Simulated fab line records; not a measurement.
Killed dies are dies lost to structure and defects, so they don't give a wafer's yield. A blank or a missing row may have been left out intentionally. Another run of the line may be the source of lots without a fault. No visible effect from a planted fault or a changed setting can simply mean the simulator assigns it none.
Problem report in the 8D (eight disciplines) form, filled by code | flow sky130 | the parts of the form that need people (team, actions taken, sign-off) are left out

## 1. PROBLEM STATEMENT
oesProductAu at SKY_VIA3_ETCH_14 reads a mean of 0.935 a.u. on 9 wafers of 3 lots; wafers without a fault read 0.855 a.u. with a standard deviation of 0.0047. That is +17 standard deviations from the usual mean.
The step: etches BARC in N2/H2, stops on SiO2, time 45.9 s, target depth 60 nm.
The first sign was on wafer L800.1 at day 42 05:34, on rieDiel-04. Wafers with a number at this step in the record: 21, from 7 lots. Rule for "out", or "out of limits": more than 4 standard deviations from the usual mean. The other wafers with a number count as sound.

## 2. WHAT IT IS, WHAT IT ISN'T
question                    | is                       | is not
which readings at this step | oesProductAu, runLengthS | drypumpMotorCurrentA
which lots                  | L800, L802, L805         | L791, L792, L808, L810
which wafers of those lots  | all that have a number   | -
read on which tools         | rieDiel-04               | rieDiel-01, rieDiel-02
when                        | from day 42 05:34        | up to then (6 sound wafers); but 6 sound wafers of L808, L810 came after

## 3. THE SUSPECTS, EACH WITH WHAT RULES IT OUT
Counting: any tool at a process step up to the reading is kept as a suspect provided that every lot that is out went through it and no sound lot did after the first of them.
- cmp-01 at SKY_VIA3_CMP_02 (polishes SiO2): kept. All lots that are out passed through it, beginning with L800 at day 41 06:07, and no sound lot followed; its final sound lot before that point was L791 at day 38 02:46.
- rieDiel-04 at SKY_VIA3_ETCH_14 (etches BARC in N2/H2, stops on SiO2, time 45.9 s, target depth 60 nm): kept. All lots that are out passed through it, beginning with L800 at day 42 05:34, and no sound lot followed; its final sound lot before that point was L792 at day 39 12:23. On those wafers its own readings are out: oesProductAu, runLengthS.
What counting leaves: cmp-01 at SKY_VIA3_CMP_02 and rieDiel-04 at SKY_VIA3_ETCH_14.

## 4. THE CAUSE (what the simulator had put in)
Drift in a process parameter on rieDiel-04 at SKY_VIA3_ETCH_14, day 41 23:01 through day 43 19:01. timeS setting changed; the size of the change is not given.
Of the 2 suspects that counting leaves, this tool is one.

## 5. SEQUENCE OF EFFECTS, ordered by route
Each row: a reading whose mean over the struck wafers that have a number lies more than 3 standard deviations from the usual. Scope: only readings with a usual standard deviation given in the record; hours: median across lots of the time from each lot's start at the first step in this table that gives one to its start at this step; sigmas: change in usual standard deviations.
hours | step             | reading      | usual      | on struck wafers | change | sigmas
0     | SKY_VIA3_ETCH_14 | oesProductAu | 0.855 a.u. | 0.935            | +0.080 | +17
0     | SKY_VIA3_ETCH_14 | runLengthS   | 74.1 s     | 70.0             | -4.1   | -11
Here are the process steps it includes:
- SKY_VIA3_ETCH_14: etches BARC in N2/H2, stops on SiO2, time 45.9 s, target depth 60 nm.

## 6. WHAT WOULD HAVE CAUGHT IT SOONER
In this record the first reading out of limits was taken at day 42 05:34, 7 hours after the fault began at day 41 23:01.
